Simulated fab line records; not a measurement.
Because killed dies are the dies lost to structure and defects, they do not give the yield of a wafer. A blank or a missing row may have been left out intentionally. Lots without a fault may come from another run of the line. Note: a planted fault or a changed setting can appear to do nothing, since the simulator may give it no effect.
Commonality check across tools | flow sky130 | Sample size 11 lots and 33 wafers

WHAT PROMPTED THE OPENING
On 2 of the 11 lots, a flag is raised at SKY_METAL4_CD_MEAS_13 on the reading cdNm. Wafers without a fault read 300.0 nm, standard deviation 1.5.
Rule: a lot is flagged in two cases, either no wafer of it has a number, or all its wafers with numbers fall more than 4 standard deviations from that mean. As for the other lots, they are considered sound.

lot  | measured     | on       | cdNm (nm), wafer by wafer | flag
L515 | day 41 18:05 | cdSem-01 | 299.7 298.7 300.4         | 
L518 | day 42 17:28 | cdSem-01 | 299.6 299.2 298.6         | 
L520 | day 43 13:08 | cdSem-01 | 299.4 299.0 299.1         | 
L523 | day 44 05:20 | cdSem-01 | 280.1 247.6 271.0         | FLAGGED
L524 | day 44 13:35 | cdSem-02 | 297.5 299.3 299.9         | 
L525 | day 44 15:52 | cdSem-02 | 277.0 290.3 290.3         | FLAGGED
L532 | day 47 11:08 | cdSem-01 | 300.9 300.3 301.3         | 
L533 | day 47 12:19 | cdSem-02 | 299.2 300.1 302.0         | 
L534 | day 47 12:35 | cdSem-01 | 302.7 303.2 302.9         | 
L536 | day 47 13:47 | cdSem-02 | 299.0 299.1 299.7         | 
L535 | day 47 15:28 | cdSem-01 | 300.1 301.0 299.6         | 
Average over the flagged lots: 276.1 nm; offset from the usual -23.9 nm, equal to -16 standard deviations.

WHICH TOOL EACH LOT WENT THROUGH
3 process steps preceding the reading are held in the record, out of 708 steps in the route. In each cell: the tool, then ch and the chambers that the sampled wafers went through, then the start.
lot  | flag    | SKY_METAL2_STRIP_20                 | SKY_VIA2_CMP_24               | SKY_METAL4_EXPOSE_10
L515 |         | plasmaAsher-01 ch 0,1, day 35 03:23 | cmp-01 ch 0,2,3, day 36 08:14 | krfScanner-01 ch 0, day 41 07:04
L518 |         | plasmaAsher-02 ch 0,1, day 36 04:59 | cmp-01 ch 0,3, day 37 09:18   | krfScanner-02 ch 0, day 42 05:25
L520 |         | plasmaAsher-03 ch 0,1, day 37 03:35 | cmp-02 ch 0,3, day 38 07:23   | krfScanner-02 ch 0, day 43 00:13
L523 | FLAGGED | plasmaAsher-03 ch 0,1, day 38 00:25 | cmp-01 ch 1,2, day 39 04:18   | krfScanner-02 ch 0, day 43 19:06
L524 |         | plasmaAsher-03 ch 0,1, day 38 05:41 | cmp-02 ch 0,2,3, day 39 09:23 | krfScanner-01 ch 0, day 44 00:46
L525 | FLAGGED | plasmaAsher-03 ch 0,1, day 38 09:50 | cmp-01 ch 0,1,3, day 39 13:17 | krfScanner-02 ch 0, day 44 03:01
L532 |         | plasmaAsher-03 ch 0,1, day 41 16:16 | cmp-01 ch 0,1, day 42 18:43   | krfScanner-02 ch 0, day 47 01:05
L533 |         | plasmaAsher-02 ch 0,1, day 41 16:23 | cmp-01 ch 0,2, day 42 19:19   | krfScanner-02 ch 0, day 47 02:09
L534 |         | plasmaAsher-03 ch 0,1, day 41 17:19 | cmp-02 ch 0,1,3, day 42 19:47 | krfScanner-02 ch 0, day 47 02:15
L536 |         | plasmaAsher-03 ch 0,1, day 41 17:49 | cmp-02 ch 0,3, day 42 20:35   | krfScanner-02 ch 0, day 47 03:32
L535 |         | plasmaAsher-02 ch 0,1, day 41 20:52 | cmp-02 ch 1,2,3, day 42 23:14 | krfScanner-02 ch 0, day 47 05:49
What these steps do:
- SKY_METAL2_STRIP_20: strips in O2/N2.
- SKY_VIA2_CMP_24: polishes, stops on SiO2, t overpolish 20 s, target thk 0 nm.
- SKY_METAL4_EXPOSE_10: exposes mask MM4, target cd 300 nm.
- SKY_METAL4_CD_MEAS_13: target cd 300 nm.

FLAGGED AGAINST TOTAL, ONE TOOL AT A TIME (gauges that did the reading follow at the end)
step                  | tool           | lots run | flagged | share of the flagged lots | sound lots run after its first flagged lot
SKY_METAL2_STRIP_20   | plasmaAsher-01 | 1        | 0       | none                      | -
SKY_METAL2_STRIP_20   | plasmaAsher-02 | 3        | 0       | none                      | -
SKY_METAL2_STRIP_20   | plasmaAsher-03 | 7        | 2       | all                       | 4 (L524,L532,L534,L536)
SKY_VIA2_CMP_24       | cmp-01         | 6        | 2       | all                       | 2 (L532,L533)
SKY_VIA2_CMP_24       | cmp-02         | 5        | 0       | none                      | -
SKY_METAL4_EXPOSE_10  | krfScanner-01  | 2        | 0       | none                      | -
SKY_METAL4_EXPOSE_10  | krfScanner-02  | 9        | 2       | all                       | 5 (L532,L533,L534,L536,L535)
SKY_METAL4_CD_MEAS_13 | cdSem-01       | 7        | 1       | some                      | 3 (L532,L534,L535)
SKY_METAL4_CD_MEAS_13 | cdSem-02       | 4        | 1       | some                      | 2 (L533,L536)

WHAT IS ALLOWED BY THE TABLE
3 rows of the table ran every flagged lot: plasmaAsher-03 at SKY_METAL2_STRIP_20, cmp-01 at SKY_VIA2_CMP_24, krfScanner-02 at SKY_METAL4_EXPOSE_10.
- plasmaAsher-03 at SKY_METAL2_STRIP_20 ran 7 lots, 2 of them flagged. After the first flagged lot (L524, L532, L534, L536), sound lots still ran on it; a lasting fault on the whole tool would not permit that.
- cmp-01 at SKY_VIA2_CMP_24 ran 6 lots, 2 of them flagged. After the first flagged lot (L532, L533), sound lots still ran on it; a lasting fault on the whole tool would not permit that.
- krfScanner-02 at SKY_METAL4_EXPOSE_10 ran 9 lots, 2 of them flagged. After the first flagged lot (L532, L533, L534, L536, L535), sound lots still ran on it; a lasting fault on the whole tool would not permit that. Its own readings lie more than 4 standard deviations out on every wafer of the flagged lots: exposureDoseMJCm2.
No row of the table ran every flagged lot and no sound lot after the first.

WHAT THE SIMULATOR HAD INSERTED
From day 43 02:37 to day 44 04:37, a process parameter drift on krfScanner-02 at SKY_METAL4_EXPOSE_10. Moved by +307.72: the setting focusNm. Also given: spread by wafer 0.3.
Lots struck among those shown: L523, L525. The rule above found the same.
